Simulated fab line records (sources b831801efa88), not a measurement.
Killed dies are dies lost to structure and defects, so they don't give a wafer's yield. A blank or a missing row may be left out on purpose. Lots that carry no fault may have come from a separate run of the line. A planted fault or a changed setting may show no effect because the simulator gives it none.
2 desks looking at one fault || flow gf180mcu || what lay behind the numbers comes last; until then each desk has only its own

METROLOGY DESK
What the gauges read, lot by lot, whatever tool the lot ran on: means of the sampled wafers that have a number. A lot is out of limits, marked OUT, if its mean lies more than 4 standard deviations from the usual mean; the brackets give that distance.
Columns: A = cd nm at GF_HV_LDD_CD_MEAS_31, usual 400.5 nm; B = M2_ALCU_THK at GF_M2_THK_MEAS_06, usual 436 nm; C = V2_CVD_00_THK at GF_V2_THK_MEAS_01, usual 603 nm
{"lot": "L406", "first seen here": "day 11 14:39", "A": 401.0, "B": 434, "C": 598}
{"lot": "L407", "first seen here": "day 11 22:42", "A": 403.4, "B": 436, "C": 601}
{"lot": "L408", "first seen here": "day 12 02:33", "A": 401.2, "B": 429, "C": 599}
{"lot": "L410", "first seen here": "day 12 19:52", "A": 401.0, "B": 442, "C": 604}
{"lot": "L412", "first seen here": "day 13 13:52", "A": 400.9, "B": 439, "C": 598}
{"lot": "L414", "first seen here": "day 14 04:06", "A": 401.5, "B": 433, "C": 603}
{"lot": "L419", "first seen here": "day 15 18:25", "A": "415.4 (+5.9) OUT", "B": 438, "C": 615}
{"lot": "L420", "first seen here": "day 16 00:38", "A": "419.3 (+7.5) OUT", "B": 440, "C": 614}
{"lot": "L423", "first seen here": "day 17 01:18", "A": 403.2, "B": 445, "C": 601}
{"lot": "L424", "first seen here": "day 17 11:10", "A": 399.6, "B": 430, "C": 589}
{"lot": "L425", "first seen here": "day 17 17:41", "A": 402.4, "B": 441, "C": 592}
{"lot": "L429", "first seen here": "day 19 03:44", "A": 401.4, "B": 442, "C": 591}
This desk's verdict: out of limits on L419, L420, starting with L419 at day 15 18:25 (cd nm at GF_HV_LDD_CD_MEAS_31). L406, L407, L408, L410, L412, L414, L423, L424, L425, L429: within limits.

THE TOOL OWNER'S DESK: iline stepper-02
The tool's own readings at GF_HV_LDD_EXPOSE_28 (exposes mask Nplus HV AREA, target cd 400 nm): means of the sampled wafers that have a number, for each lot that ran on this tool. A lot is out of limits, marked OUT, if its mean lies more than 4 standard deviations from the usual mean; the brackets give that distance.
Columns: A = exposure dose mJ cm2 at GF_HV_LDD_EXPOSE_28, usual 139.99
{"lot": "L406", "first seen here": "day 11 05:33", "A": 139.90}
{"lot": "L407", "first seen here": "day 11 13:31", "A": 139.85}
{"lot": "L412", "first seen here": "day 13 03:53", "A": 140.00}
{"lot": "L419", "first seen here": "day 15 07:29", "A": "148.86 (+59) OUT"}
{"lot": "L420", "first seen here": "day 15 13:59", "A": "149.03 (+60) OUT"}
This desk's verdict: out of limits on L419, L420, starting with L419 at day 15 07:29 (exposure dose mJ cm2 at GF_HV_LDD_EXPOSE_28). L406, L407, L412: within limits.

TAKEN TOGETHER
The tool owner's desk had the chance to raise an alarm at day 15 07:29 on L419, L420.
At day 15 18:25 the metrology desk could have sounded an alarm, on L419, L420.
GF_HV_LDD_EXPOSE_28 was run on iline stepper-02 by each of the lots named.

WHAT HAD BEEN PUT IN BY THE SIMULATOR
Process parameters drifting: iline stepper-02 at GF_HV_LDD_EXPOSE_28, beginning at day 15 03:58. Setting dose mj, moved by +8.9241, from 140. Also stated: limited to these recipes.
Lots struck among those shown: L419, L420.
Time in hours from fault onset to the first out-of-limits reading at each desk: tool owner's desk 4, metrology desk 14.
